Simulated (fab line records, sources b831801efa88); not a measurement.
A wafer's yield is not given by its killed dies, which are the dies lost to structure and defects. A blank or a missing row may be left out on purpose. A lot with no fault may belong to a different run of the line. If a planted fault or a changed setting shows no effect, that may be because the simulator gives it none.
A lot that was struck, set against a sound lot / flow sfq_line / 14 out of 325 route steps
Sound: wafers L422.2, L422.4, L422.5. Struck: wafer L441.2. (L441.3, L441.6 of the same lot were not struck and are left out.) The cause comes at the end.
Order at every step that has rows: each side's tool, ch and its chambers, its first start. Under that, the readings that differ: sound wafers / struck wafers / difference of the means / sigmas: that difference in standard deviations of wafers without a fault.
alike: words and numbers the same on both sides, and readings whose means are apart by under 2 such deviations; not compared: readings that were withheld, readings missing a value for some wafer, numbers with overlapping values and no deviation given by the record, and bounds like >300 which may hide the same value.
A row with sigmas, a row that says differs or no value, or rows on one side alone: a step with any of these is where the two part. When numbers do not overlap yet have no deviation, they are printed without sigmas and do not part them. Lack of a reading on every wafer of one side parts them only where that side has two or more wafers.

first, 6 steps without rows for these wafers: SFQ_TRILAYER_M4_LITHO_COAT_098 (resist thk 62 nm); SFQ_TRILAYER_M4_LITHO_COAT_093 (resist thk 600 nm); SFQ_TRILAYER_M4_LITHO_SOFTBAKE_097; SFQ_TRILAYER_M4_LITHO_EXPOSE_094 (exposes mask M4, target cd 500 nm); SFQ_TRILAYER_M4_LITHO_PEB_096 (peb time 60 s); SFQ_TRILAYER_M4_LITHO_DEVELOP_095 (time 60 s).
SFQ_M4_OVL_MEAS_926:
  struck on overlay-01, day 62 20:34; sound on overlay-02, day 49 21:52
reading=M4_OVL (nm); sound=2 5 7; struck=-8; difference=-13; sigmas=-2
SFQ_TRILAYER_M4_BARC_OPEN_METAL_ETCH_123: etches BARC in O2, target depth 125 nm, time 41.7 s.
  sound on rie_metal-01 ch 0, day 49 21:54; struck on rie_metal-03 ch 1, day 62 20:35
reading=rf_fwd_power_W (W); sound=595.9 597.2 595.0; struck=589.7; difference=-6.3; sigmas=-3
  alike: drypump_motor_current_A, oes_product_au
  not compared: rf_hours_counter_h
SFQ_TRILAYER_M4_ETCH_METAL_ETCH_096: etches Nb in Cl2/Ar, stops on SiO2, target depth 240 nm, time 120 s.
  sound on rie_metal-01 ch 0, day 49 21:58; struck on rie_metal-03 ch 1, day 62 20:39
  alike: drypump_motor_current_A, oes_product_au, rf_fwd_power_W
  not compared: rf_hours_counter_h
SFQ_TRILAYER_M4_STRIP_STRIP_097: strips in O2.
  sound on rie_metal-01 ch 0, day 49 22:05; struck on rie_metal-03 ch 1, day 62 20:46
  alike: drypump_motor_current_A, oes_product_au
  not compared: rf_hours_counter_h
then, 1 step without rows for these wafers: SFQ_TRILAYER_M4_STRIP_SOLV_CLEAN_098 (cleans in NMP, time 600 s).
SFQ_TRILAYER_I4_DEP_PECVD_099: deposits SiO2 from SiH4/N2O, time 111.11 s, target thk 500 nm.
  sound on pecvd-03 ch 0,2, day 49 22:52; struck on pecvd-04 ch 0, day 62 21:33
reading=heater_power_outer_w (W); sound=36 38 33; struck=9; difference=-27; sigmas=-3
reading=heater_power_w (W); sound=102 105 85; struck=57; difference=-40; sigmas=-3
reading=rf_fwd_power_W (W); sound=182.8 182.5 181.7; struck=212.3; difference=+30.0; sigmas=+50
reading=showerhead_vpp_V (V); sound=832 831 900; struck=981; difference=+127; sigmas=+4
reading=model.SiO2_of_TRILAYER_I4_DEP_PECVD_099.thk_nm (nm); sound=488.5 497.9 504.5; struck=528.9; difference=+31.9; sigmas=
  alike: throttle_valve_pct
SFQ_TRILAYER_I4_CMP_CMP_100: polishes SiO2.
  sound on cmp-01 ch 0,3, day 50 08:48; struck on cmp-02 ch 1, day 62 23:03
reading=motor_current_A (A); sound=9.7 9.6 10.1; struck=12.9; difference=+3.1; sigmas=+2
reading=time_to_endpoint_s (s); sound=197 208 215; struck=244; difference=+37; sigmas=+5
  alike: slurry_flow_ml_min
SFQ_I4_BOW_MEAS_927:
  struck on film_metro-02, day 63 02:04; sound on film_metro-02, day 50 11:49
  alike: I4_BOW

WHERE THEY PART
Earliest at SFQ_M4_OVL_MEAS_926; latest, in this record, at SFQ_TRILAYER_I4_CMP_CMP_100. Later steps at which nothing parts them and some readings are alike: SFQ_I4_BOW_MEAS_927.

WHY: what the simulator had put in
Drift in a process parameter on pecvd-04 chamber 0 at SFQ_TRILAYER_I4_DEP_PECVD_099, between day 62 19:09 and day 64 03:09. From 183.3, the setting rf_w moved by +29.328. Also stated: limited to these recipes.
